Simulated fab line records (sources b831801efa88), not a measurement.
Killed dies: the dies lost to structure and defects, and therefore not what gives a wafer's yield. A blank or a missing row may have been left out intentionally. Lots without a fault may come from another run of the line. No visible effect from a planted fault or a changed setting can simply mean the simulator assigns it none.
fab line records	flow sky130
record lots=24	wafers=72	last-day=50
route steps=708 shown DNWELL@43 LDD_P@265 SPACER@305 POLY_CUT@315 VIA2@520 METAL5@664
lots that met no fault: taken from a fault-free run of the same line
start-h: the number of hours between the record's first day and the start of the first shown wafer of the lot	wait-h: hours elapsed since this lot's preceding step	" identical to the entry in the row above	L1.1+2: several wafers, shown together as one row	- no value, or no start given	* or withheld: withheld	< > ~ a bound
route shown NAME@n: names a module that has steps shown in the file, with the first one's number in the route	usual: mean/standard deviation of fault-free wafers	same: alike in all rows	chamber/n: place in a boat	sites: the reading at each site	_std_site: the values' standard deviation	_edge_site: outer sites' mean less inner sites'	radius-mm: how far each site lies from the wafer's centre	mask NAME#n: copy n	behind: tool/chamber where the wafer was last shaped	hold: the reason the lot was held/the length of the hold in hours/how it ended	device: names the non-switching transistor (n, p or np)	end of line: the route-end tests of the same wafers	for a step that has no rows: nothing shown but its recipe	killed: the dies lost at the first sort to structure and to defects; this is not the yield of the wafer	map: the dies of a wafer, with x for killed, . for not killed, _ for no die there
set.NAME: the setting the step ran with; set.NAME@STEP: the setting that earlier step ran with	model.NAME: the simulator's own value behind a step, which no gauge read
the route's steps for a sample of lots (tables are steps, rows are wafers)
services: from which hour (start-h, from the record's first day; less than 0 if before it) a tool's chamber was out of use, for how many hours, and why
## steps
# step SKY_DNWELL_STRIP_08
# recipe chemistry=O2/N2	power-w=1400	pressure-mtorr=1500	platen-temp-c=withheld	o2-flow-sccm=3000	n2-flow-sccm=300	overash-fraction=0.5
# usual drypump-motor-current-A=5.57/0.2	oes-product-au=0.723/0.0046	strip-time-to-endpoint-s=36.98/0.092
lot.wafer	tool	chamber	start-h	wait-h	drypump-motor-current-A	oes-product-au	rf-hours-counter-h	strip-time-to-endpoint-s
L074.1	plasma-asher-01	0	52.44	0.1	5.46	0.722	38	36.93
L074.4	"	1	"	"	6.01	0.723	-	36.87
L074.6	"	0	"	"	5.43	0.719	-	36.95
L075.4	plasma-asher-02	0	56.61	0.1	5.36	0.720	-	36.95
L075.5	"	1	"	"	5.58	0.719	-	37.05
L075.6	"	0	"	"	5.37	0.723	-	37.07
L076.3	plasma-asher-01	0	64.81	0.1	5.44	0.725	-	37.09
L076.4	"	1	"	"	5.95	0.725	-	36.97
L076.5	"	0	"	"	5.44	0.732	-	37.02
L077.3	plasma-asher-02	1	70.77	0.1	5.59	0.724	-	37.02
L077.4	"	0	"	"	5.34	0.724	-	37.01
L077.6	"	0	"	"	5.36	0.716	-	37.03
L078.2	plasma-asher-04	1	74.93	0.1	5.45	0.729	41	36.99
L078.3	"	1	"	"	5.43	0.729	-	36.91
L078.4	"	0	"	"	5.67	0.723	-	36.94
L079.1	plasma-asher-02	1	79.89	0.1	5.58	0.719	27	37.06
L079.3	"	1	"	"	5.60	0.714	-	36.86
L079.6	"	0	"	"	5.39	0.725	-	37.12
L080.3	plasma-asher-02	0	85.01	0.1	5.35	0.718	-	36.99
L080.5	"	1	"	"	5.59	0.726	-	37.02
L080.6	"	0	"	"	5.36	0.724	-	36.91
L081.2	plasma-asher-04	0	90.34	0.1	5.67	0.729	42	37.08
L081.4	"	1	"	"	5.41	0.724	-	37.01
L081.6	"	0	"	"	5.68	0.723	-	37.08
L082.2	plasma-asher-01	1	93.49	0.1	5.99	0.716	42	37.01
L082.4	"	0	"	"	5.46	0.723	-	37.07
L082.5	"	0	"	"	5.44	0.729	-	37.10
L083.2	plasma-asher-04	0	98.84	0.1	5.69	0.733	43	36.91
L083.4	"	1	"	"	5.41	0.718	-	37.08
L083.5	"	0	"	"	5.67	0.718	-	36.94
L084.1	plasma-asher-02	1	104.59	0.1	5.59	0.725	28	36.98
L084.2	"	0	"	"	5.39	0.720	28	36.96
L084.4	"	0	"	"	5.35	0.725	-	36.97
L085.3	plasma-asher-02	1	111.06	0.1	5.60	0.726	-	37.04
L085.4	"	0	"	"	5.34	0.725	-	37.01
L085.5	"	0	"	"	5.33	0.725	-	37.04
L086.1	plasma-asher-02	0	116.14	0.1	5.36	0.719	30	36.93
L086.3	"	0	"	"	5.35	0.728	-	37.10
L086.4	"	1	"	"	5.59	0.715	-	37.10
L087.2	plasma-asher-01	0	123.17	0.1	5.46	0.723	46	36.93
L087.3	"	0	"	"	5.46	0.721	-	36.81
L087.4	"	1	"	"	5.97	0.721	-	36.81
L088.3	plasma-asher-04	1	126.21	0.1	5.42	0.729	-	36.96
L088.4	"	0	"	"	5.68	0.722	-	36.95
L088.5	"	1	"	"	5.41	0.715	-	37.08
L089.2	plasma-asher-02	1	135.13	0.1	5.59	0.719	31	36.92
L089.3	"	1	"	"	5.57	0.728	-	36.88
L089.6	"	0	"	"	5.35	0.725	-	36.94
L090.3	plasma-asher-01	1	140.12	0.1	5.96	0.723	-	37.06
L090.4	"	0	"	"	5.45	0.717	-	36.97
L090.5	"	1	"	"	5.95	0.724	-	36.95
L091.3	plasma-asher-02	0	145.86	0.1	5.34	0.724	-	36.93
L091.4	"	1	"	"	5.57	0.719	-	36.86
L091.6	"	0	"	"	5.37	0.722	-	36.90
L092.2	plasma-asher-04	1	151.27	0.1	5.41	0.733	3	37.09
L092.3	"	1	"	"	5.44	0.716	-	36.95
L092.4	"	0	"	"	5.68	0.720	-	37.10
L093.1	plasma-asher-04	0	156.28	0.1	5.70	0.721	4	36.99
L093.3	"	1	"	"	5.42	0.725	-	36.98
L093.4	"	0	"	"	5.68	0.726	-	37.05
L094.1	plasma-asher-01	0	160.44	0.1	5.43	0.722	49	37.03
L094.2	"	1	"	"	5.97	0.723	49	37.01
L094.4	"	1	"	"	5.95	0.714	-	37.04
L095.1	plasma-asher-04	1	167.58	0.1	5.45	0.720	5	36.85
L095.4	"	1	"	"	5.44	0.730	-	36.97
L095.5	"	0	"	"	5.67	0.730	-	37.03
L096.1	plasma-asher-01	0	173.62	0.1	5.45	0.718	51	36.73
L096.2	"	1	"	"	5.90	0.721	51	36.75
L096.4	"	1	"	"	5.99	0.726	-	36.89
L097.2	plasma-asher-04	0	178.09	0.1	5.68	0.729	6	37.07
L097.4	"	0	"	"	5.70	0.726	-	36.83
L097.5	"	1	"	"	5.43	0.724	-	36.96
# step SKY_LDD_P_STRIP_10
# recipe chemistry=O2/N2	power-w=1400	pressure-mtorr=1500	platen-temp-c=withheld	o2-flow-sccm=3000	n2-flow-sccm=300	overash-fraction=0.5
# usual drypump-motor-current-A=5.62/0.16	oes-product-au=0.716/0.0044	strip-time-to-endpoint-s=14.19/0.041
lot.wafer	tool	chamber	start-h	wait-h	drypump-motor-current-A	oes-product-au	rf-hours-counter-h	strip-time-to-endpoint-s
L074.1	plasma-asher-04	1	433.99	0.1	5.41	0.719	32	14.26
L074.4	"	1	"	"	5.43	0.711	-	14.20
L074.6	"	1	"	"	5.42	0.713	-	14.23
L075.4	plasma-asher-01	0	452.21	0.1	5.45	0.707	-	14.18
L075.5	"	0	"	"	5.45	0.715	-	14.20
L075.6	"	1	"	"	5.94	0.711	-	14.20
L076.3	plasma-asher-01	1	463.33	0.1	5.96	0.712	-	14.20
L076.4	"	0	"	"	5.45	0.711	-	14.21
L076.5	"	1	"	"	5.95	0.722	-	14.22
L077.3	plasma-asher-03	1	464.42	0.1	5.67	0.708	-	14.26
L077.4	"	0	"	"	5.66	0.715	-	14.24
L077.6	"	1	"	"	5.67	0.713	-	14.28
L078.2	plasma-asher-04	0	472.35	0.1	5.66	0.714	36	14.14
L078.3	"	1	"	"	5.43	0.713	-	14.15
L078.4	"	0	"	"	5.68	0.717	-	14.18
L079.1	plasma-asher-04	1	482.50	0.2	5.40	0.712	37	14.17
L079.3	"	1	"	"	5.41	0.710	-	14.17
L079.6	"	1	"	"	5.41	0.718	-	14.09
L080.3	plasma-asher-03	0	492.46	0.1	5.65	0.714	-	14.25
L080.5	"	0	"	"	5.67	0.718	-	14.24
L080.6	"	1	"	"	5.66	0.708	-	14.23
L081.2	plasma-asher-03	0	494.85	0.1	5.66	0.713	6	14.11
L081.4	"	0	"	"	5.62	0.720	-	14.13
L081.6	"	1	"	"	5.66	0.714	-	14.16
L082.2	plasma-asher-03	0	502.80	0.1	5.64	0.723	7	14.26
L082.4	"	0	"	"	5.65	0.715	-	14.25
L082.5	"	1	"	"	5.67	0.716	-	14.27
L083.2	plasma-asher-03	1	509.23	0.1	5.68	0.717	8	14.19
L083.4	"	1	"	"	5.72	0.710	-	14.15
L083.5	"	1	"	"	5.69	0.718	-	14.20
L084.1	plasma-asher-03	1	517.05	0.1	5.68	0.716	9	14.16
L084.2	"	0	"	"	5.66	0.714	9	14.16
L084.4	"	0	"	"	5.65	0.713	-	14.13
L085.3	plasma-asher-04	1	529.01	0.1	5.42	0.721	-	14.23
L085.4	"	0	"	"	5.68	0.721	-	14.17
L085.5	"	1	"	"	5.41	0.719	-	14.17
L086.1	plasma-asher-04	1	533.94	0.1	5.40	0.716	42	14.15
L086.3	"	0	"	"	5.68	0.722	-	14.13
L086.4	"	1	"	"	5.42	0.720	-	14.15
L087.2	plasma-asher-04	0	546.60	0.1	5.68	0.720	43	14.18
L087.3	"	1	"	"	5.42	0.716	-	14.20
L087.4	"	0	"	"	5.72	0.716	-	14.17
L088.3	plasma-asher-03	0	555.38	0.1	5.65	0.722	-	14.18
L088.4	"	1	"	"	5.69	0.711	-	14.16
L088.5	"	1	"	"	5.69	0.709	-	14.17
L089.2	plasma-asher-03	1	559.93	0.1	5.70	0.721	13	14.19
L089.3	"	1	"	"	5.65	0.718	-	14.22
L089.6	"	1	"	"	5.68	0.718	-	14.20
L090.3	plasma-asher-04	1	577.27	0.1	5.45	0.717	-	14.25
L090.4	"	0	"	"	5.70	0.712	-	14.27
L090.5	"	0	"	"	5.69	0.721	-	14.27
L091.3	plasma-asher-04	1	581.26	0.1	5.40	0.715	-	14.22
L091.4	"	0	"	"	5.66	0.713	-	14.16
L091.6	"	1	"	"	5.42	0.712	-	14.20
L092.2	plasma-asher-04	0	588.02	0.1	5.68	0.714	47	14.20
L092.3	"	1	"	"	5.42	0.714	-	14.26
L092.4	"	0	"	"	5.64	0.718	-	14.21
L093.1	plasma-asher-01	0	595.64	0.1	5.46	0.715	93	14.21
L093.3	"	1	"	"	5.93	0.715	-	14.20
L093.4	"	0	"	"	5.47	0.713	-	14.15
L094.1	plasma-asher-04	0	605.97	0.1	5.69	0.718	49	14.23
L094.2	"	1	"	"	5.43	0.718	49	14.23
L094.4	"	1	"	"	5.41	0.717	-	14.19
L095.1	plasma-asher-01	1	614.50	0.1	5.92	0.714	95	14.22
L095.4	"	0	"	"	5.45	0.725	-	14.20
L095.5	"	0	"	"	5.45	0.718	-	14.21
L096.1	plasma-asher-04	0	620.39	0.1	5.69	0.717	50	14.22
L096.2	"	1	"	"	5.42	0.718	50	14.22
L096.4	"	1	"	"	5.43	0.715	-	14.19
L097.2	plasma-asher-01	1	628.57	0.1	5.97	0.722	96	14.19
L097.4	"	0	"	"	5.46	0.720	-	14.22
L097.5	"	0	"	"	5.46	0.723	-	14.20
# step SKY_SPACER_THK_MEAS_01
# recipe reads=Si3N4_of_SPACER_CVD_00
# usual SPACER_CVD_00_THK=43.1/0.46
lot.wafer	tool	chamber	start-h	wait-h	SPACER_CVD_00_THK[nm]
L074.1	film-metro-01	-	529.38	0.0	43.0
L074.4	"	-	"	"	43.1
L074.6	"	-	"	"	42.8
L075.4	film-metro-04	-	547.21	0.0	43.0
L075.5	"	-	"	"	43.2
L075.6	"	-	"	"	43.6
L076.3	film-metro-01	-	556.95	0.0	42.2
L076.4	"	-	"	"	42.8
L076.5	"	-	"	"	42.8
L077.3	film-metro-02	-	558.21	0.0	42.7
L077.4	"	-	"	"	42.7
L077.6	"	-	"	"	42.6
L078.2	film-metro-01	-	566.13	0.0	43.6
L078.3	"	-	"	"	43.3
L078.4	"	-	"	"	43.9
L079.1	film-metro-01	-	577.10	0.0	43.6
L079.3	"	-	"	"	43.1
L079.6	"	-	"	"	43.2
L080.3	film-metro-02	-	584.40	0.0	42.8
L080.5	"	-	"	"	43.1
L080.6	"	-	"	"	43.0
L081.2	film-metro-02	-	588.14	0.0	43.1
L081.4	"	-	"	"	42.7
L081.6	"	-	"	"	42.9
L082.2	film-metro-01	-	595.44	0.0	42.9
L082.4	"	-	"	"	43.1
L082.5	"	-	"	"	42.6
L083.2	film-metro-01	-	600.96	0.0	42.9
L083.4	"	-	"	"	43.0
L083.5	"	-	"	"	42.9
L084.1	film-metro-02	-	610.19	0.0	43.4
L084.2	"	-	"	"	43.2
L084.4	"	-	"	"	43.4
L085.3	film-metro-04	-	619.72	0.0	43.3
L085.4	"	-	"	"	43.2
L085.5	"	-	"	"	43.3
L086.1	film-metro-02	-	624.37	0.0	43.7
L086.3	"	-	"	"	43.2
L086.4	"	-	"	"	43.4
L087.2	film-metro-02	-	636.88	0.0	43.0
L087.3	"	-	"	"	43.3
L087.4	"	-	"	"	43.2
L088.3	film-metro-01	-	644.41	0.0	43.1
L088.4	"	-	"	"	42.9
L088.5	"	-	"	"	43.0
L089.2	film-metro-04	-	648.69	0.0	43.9
L089.3	"	-	"	"	43.9
L089.6	"	-	"	"	43.6
L090.3	film-metro-02	-	667.42	0.0	43.8
L090.4	"	-	"	"	43.5
L090.5	"	-	"	"	43.8
L091.3	film-metro-01	-	672.84	0.0	43.8
L091.4	"	-	"	"	43.6
L091.6	"	-	"	"	43.6
L092.2	film-metro-02	-	677.34	0.0	43.6
L092.3	"	-	"	"	43.4
L092.4	"	-	"	"	43.8
L093.1	film-metro-04	-	685.78	0.0	43.0
L093.3	"	-	"	"	43.0
L093.4	"	-	"	"	43.0
L094.1	film-metro-01	-	693.54	0.0	43.1
L094.2	"	-	"	"	42.3
L094.4	"	-	"	"	42.4
L095.1	film-metro-01	-	702.75	0.0	42.1
L095.4	"	-	"	"	42.2
L095.5	"	-	"	"	41.9
L096.1	film-metro-01	-	706.38	0.0	43.1
L096.2	"	-	"	"	43.2
L096.4	"	-	"	"	42.7
L097.2	film-metro-04	-	716.34	0.0	42.6
L097.4	"	-	"	"	42.1
L097.5	"	-	"	"	42.3
# step SKY_POLY_CUT_CD_MEAS_08
# recipe target-cd-nm=270
# usual cd-nm=270.2/1.3
lot.wafer	tool	chamber	start-h	wait-h	cd-nm
L074.1	cd-sem-02	-	559.44	-	269.4
L074.4	"	-	"	"	270.4
L074.6	"	-	"	"	269.7
L075.4	cd-sem-02	-	577.38	-	272.5
L075.5	"	-	"	"	271.6
L075.6	"	-	"	"	272.3
L076.3	cd-sem-01	-	586.03	-	270.0
L076.4	"	-	"	"	269.3
L076.5	"	-	"	"	268.9
L077.3	cd-sem-02	-	587.58	-	268.4
L077.4	"	-	"	"	268.6
L077.6	"	-	"	"	269.8
L078.2	cd-sem-02	-	595.71	-	270.4
L078.3	"	-	"	"	269.5
L078.4	"	-	"	"	270.0
L079.1	cd-sem-02	-	606.64	-	270.2
L079.3	"	-	"	"	271.8
L079.6	"	-	"	"	269.5
L080.3	cd-sem-01	-	612.73	-	268.7
L080.5	"	-	"	"	270.3
L080.6	"	-	"	"	269.5
L081.2	cd-sem-02	-	616.79	-	267.8
L081.4	"	-	"	"	269.3
L081.6	"	-	"	"	269.8
L082.2	cd-sem-02	-	624.01	-	272.3
L082.4	"	-	"	"	270.8
L082.5	"	-	"	"	272.4
L083.2	cd-sem-02	-	629.86	-	269.8
L083.4	"	-	"	"	271.7
L083.5	"	-	"	"	269.5
L084.1	cd-sem-02	-	639.52	-	268.4
L084.2	"	-	"	"	269.7
L084.4	"	-	"	"	268.3
L085.3	cd-sem-02	-	648.33	-	270.4
L085.4	"	-	"	"	268.7
L085.5	"	-	"	"	269.6
L086.1	cd-sem-01	-	652.93	-	270.3
L086.3	"	-	"	"	271.7
L086.4	"	-	"	"	270.9
L087.2	cd-sem-01	-	665.76	-	269.7
L087.3	"	-	"	"	269.7
L087.4	"	-	"	"	270.5
L088.3	cd-sem-01	-	672.78	-	272.9
L088.4	"	-	"	"	273.3
L088.5	"	-	"	"	272.0
L089.2	cd-sem-01	-	676.81	-	272.3
L089.3	"	-	"	"	271.1
L089.6	"	-	"	"	271.9
L090.3	cd-sem-01	-	695.38	-	269.3
L090.4	"	-	"	"	268.1
L090.5	"	-	"	"	267.8
L091.3	cd-sem-02	-	700.07	-	272.0
L091.4	"	-	"	"	271.0
L091.6	"	-	"	"	271.7
L092.2	cd-sem-02	-	704.81	-	269.3
L092.3	"	-	"	"	270.8
L092.4	"	-	"	"	269.9
L093.1	cd-sem-01	-	713.42	-	272.1
L093.3	"	-	"	"	270.7
L093.4	"	-	"	"	269.0
L094.1	cd-sem-02	-	721.37	-	268.9
L094.2	"	-	"	"	268.6
L094.4	"	-	"	"	269.1
L095.1	cd-sem-02	-	729.89	-	270.1
L095.4	"	-	"	"	271.3
L095.5	"	-	"	"	271.5
L096.1	cd-sem-02	-	734.79	-	270.7
L096.2	"	-	"	"	271.3
L096.4	"	-	"	"	270.7
L097.2	cd-sem-02	-	743.94	-	270.2
L097.4	"	-	"	"	269.6
L097.5	"	-	"	"	271.7
# step SKY_VIA2_OVL_MEAS_13
# usual VIA2_OVL=-2/5.5
lot.wafer	tool	chamber	start-h	wait-h	VIA2_OVL[nm]
L074.1	overlay-01	-	846.66	0.1	-2
L074.4	"	-	"	"	-4
L074.6	"	-	"	"	-9
L075.4	overlay-02	-	864.36	0.1	4
L075.5	"	-	"	"	3
L075.6	"	-	"	"	-1
L076.3	overlay-02	-	869.55	0.1	-8
L076.4	"	-	"	"	0
L076.5	"	-	"	"	-11
L077.3	overlay-01	-	873.05	0.1	7
L077.4	"	-	"	"	-4
L077.6	"	-	"	"	1
L078.2	overlay-01	-	878.10	0.1	-6
L078.3	"	-	"	"	-9
L078.4	"	-	"	"	-4
L079.1	overlay-02	-	890.19	0.1	-3
L079.3	"	-	"	"	7
L079.6	"	-	"	"	1
L080.3	overlay-01	-	895.95	0.1	-10
L080.5	"	-	"	"	-7
L080.6	"	-	"	"	-4
L081.2	overlay-02	-	897.31	0.1	-8
L081.4	"	-	"	"	-5
L081.6	"	-	"	"	-9
L082.2	overlay-02	-	903.00	0.1	5
L082.4	"	-	"	"	1
L082.5	"	-	"	"	-1
L083.2	overlay-01	-	909.35	0.1	5
L083.4	"	-	"	"	-6
L083.5	"	-	"	"	5
L084.1	overlay-02	-	919.31	0.1	0
L084.2	"	-	"	"	11
L084.4	"	-	"	"	8
L085.3	overlay-02	-	927.60	0.1	6
L085.4	"	-	"	"	2
L085.5	"	-	"	"	8
L086.1	overlay-01	-	930.36	0.1	-10
L086.3	"	-	"	"	-12
L086.4	"	-	"	"	-3
L087.2	overlay-01	-	942.75	0.1	-13
L087.3	"	-	"	"	1
L087.4	"	-	"	"	-2
L088.3	overlay-01	-	946.10	0.1	-10
L088.4	"	-	"	"	-2
L088.5	"	-	"	"	-8
L089.2	overlay-01	-	950.00	0.1	7
L089.3	"	-	"	"	-3
L089.6	"	-	"	"	-5
L090.3	overlay-01	-	967.06	0.1	-7
L090.4	"	-	"	"	11
L090.5	"	-	"	"	-6
L091.3	overlay-02	-	970.77	0.1	6
L091.4	"	-	"	"	2
L091.6	"	-	"	"	1
L092.2	overlay-02	-	974.84	0.1	4
L092.3	"	-	"	"	-2
L092.4	"	-	"	"	4
L093.1	overlay-01	-	979.41	0.1	3
L093.3	"	-	"	"	-1
L093.4	"	-	"	"	1
L094.1	overlay-01	-	990.15	0.1	0
L094.2	"	-	"	"	2
L094.4	"	-	"	"	-1
L095.1	overlay-01	-	998.16	0.1	-9
L095.4	"	-	"	"	7
L095.5	"	-	"	"	-7
L096.1	overlay-01	-	999.61	0.1	-1
L096.2	"	-	"	"	-5
L096.4	"	-	"	"	4
L097.2	overlay-02	-	1010.20	0.1	-16
L097.4	"	-	"	"	-8
L097.5	"	-	"	"	-5
# step SKY_METAL5_SPUTTER_03
# recipe material=Ti	target-thk-nm=5	power-w=3000	time-s=3.3	chamber-pressure-pa=0.4
# usual throttle-valve-pct=30.0/1
lot.wafer	tool	chamber	start-h	wait-h	throttle-valve-pct
L074.1	pvd-sputter-01	-	1003.38	0.0	28.8
L074.4	"	-	"	"	32.1
L074.6	"	-	"	"	30.3
L075.4	pvd-sputter-03	-	1019.70	0.0	30.9
L075.5	"	-	"	"	30.0
L075.6	"	-	"	"	28.5
L076.3	pvd-sputter-03	-	1023.84	0.0	30.5
L076.4	"	-	"	"	28.5
L076.5	"	-	"	"	30.8
L077.3	pvd-sputter-02	-	1027.74	0.0	29.2
L077.4	"	-	"	"	30.4
L077.6	"	-	"	"	29.2
L078.2	pvd-sputter-01	-	1031.64	0.0	28.5
L078.3	"	-	"	"	31.3
L078.4	"	-	"	"	31.2
L079.1	pvd-sputter-02	-	1042.84	0.0	31.2
L079.3	"	-	"	"	29.3
L079.6	"	-	"	"	29.4
L080.3	pvd-sputter-02	-	1048.62	0.0	30.5
L080.5	"	-	"	"	30.6
L080.6	"	-	"	"	30.7
L081.2	pvd-sputter-01	-	1049.83	0.0	28.4
L081.4	"	-	"	"	30.1
L081.6	"	-	"	"	28.4
L082.2	pvd-sputter-03	-	1053.06	0.0	29.7
L082.4	"	-	"	"	30.9
L082.5	"	-	"	"	30.8
L083.2	pvd-sputter-02	-	1060.34	0.0	30.5
L083.4	"	-	"	"	29.0
L083.5	"	-	"	"	30.9
L084.1	pvd-sputter-02	-	1070.33	0.0	30.9
L084.2	"	-	"	"	29.0
L084.4	"	-	"	"	29.2
L085.3	pvd-sputter-03	-	1075.58	0.0	30.6
L085.4	"	-	"	"	29.9
L085.5	"	-	"	"	30.5
L086.1	pvd-sputter-01	-	1080.23	0.0	31.1
L086.3	"	-	"	"	28.5
L086.4	"	-	"	"	29.9
L087.2	pvd-sputter-02	-	1091.01	0.0	30.3
L087.3	"	-	"	"	30.6
L087.4	"	-	"	"	29.0
L088.3	pvd-sputter-02	-	1093.62	0.0	28.8
L088.4	"	-	"	"	30.9
L088.5	"	-	"	"	28.8
L089.2	pvd-sputter-01	-	1095.86	0.0	31.0
L089.3	"	-	"	"	32.4
L089.6	"	-	"	"	30.1
L090.3	pvd-sputter-03	-	1110.90	0.0	30.3
L090.4	"	-	"	"	29.6
L090.5	"	-	"	"	30.7
L091.3	pvd-sputter-01	-	1112.10	0.0	30.1
L091.4	"	-	"	"	32.3
L091.6	"	-	"	"	31.2
L092.2	pvd-sputter-03	-	1118.05	0.0	30.4
L092.3	"	-	"	"	30.5
L092.4	"	-	"	"	30.0
L093.1	pvd-sputter-03	-	1119.55	0.0	30.3
L093.3	"	-	"	"	29.8
L093.4	"	-	"	"	28.6
L094.1	pvd-sputter-03	-	1126.63	0.0	29.8
L094.2	"	-	"	"	30.4
L094.4	"	-	"	"	28.6
L095.1	pvd-sputter-03	-	1135.33	0.0	30.6
L095.4	"	-	"	"	28.5
L095.5	"	-	"	"	30.0
L096.1	pvd-sputter-03	-	1138.47	0.0	30.5
L096.2	"	-	"	"	28.6
L096.4	"	-	"	"	30.4
L097.2	pvd-sputter-01	-	1145.37	0.0	31.3
L097.4	"	-	"	"	29.9
L097.5	"	-	"	"	30.0
## services
tool	chamber	start-h	hours	kind
plasma-asher-01	-	34.37	2.2	repair
plasma-asher-04	-	108.75	9.0	pm
plasma-asher-04	-	114.03	2.4	repair
pvd-sputter-03	-	145.49	5.0	repair
plasma-asher-01	-	189.02	2.8	pm
plasma-asher-01	-	206.80	1.6	repair
plasma-asher-04	-	231.82	2.7	repair
pvd-sputter-03	-	257.60	1.0	repair
pvd-sputter-03	-	481.32	1.8	repair
plasma-asher-01	-	495.65	0.6	repair
plasma-asher-01	-	501.15	10.0	pm
plasma-asher-04	-	507.72	1.7	repair
plasma-asher-04	-	540.73	5.8	repair
plasma-asher-01	-	631.76	2.6	repair
pvd-sputter-03	-	636.62	1.8	repair
plasma-asher-04	-	652.06	2.8	pm
plasma-asher-01	-	675.36	2.1	repair
plasma-asher-01	-	733.75	9.0	pm
plasma-asher-04	-	796.39	1.3	repair
plasma-asher-01	-	801.57	1.6	repair
plasma-asher-04	-	807.98	0.5	repair
plasma-asher-04	-	901.04	14.6	pm
plasma-asher-01	-	930.95	2.0	repair
plasma-asher-04	-	1051.77	4.3	repair
## key
fault none
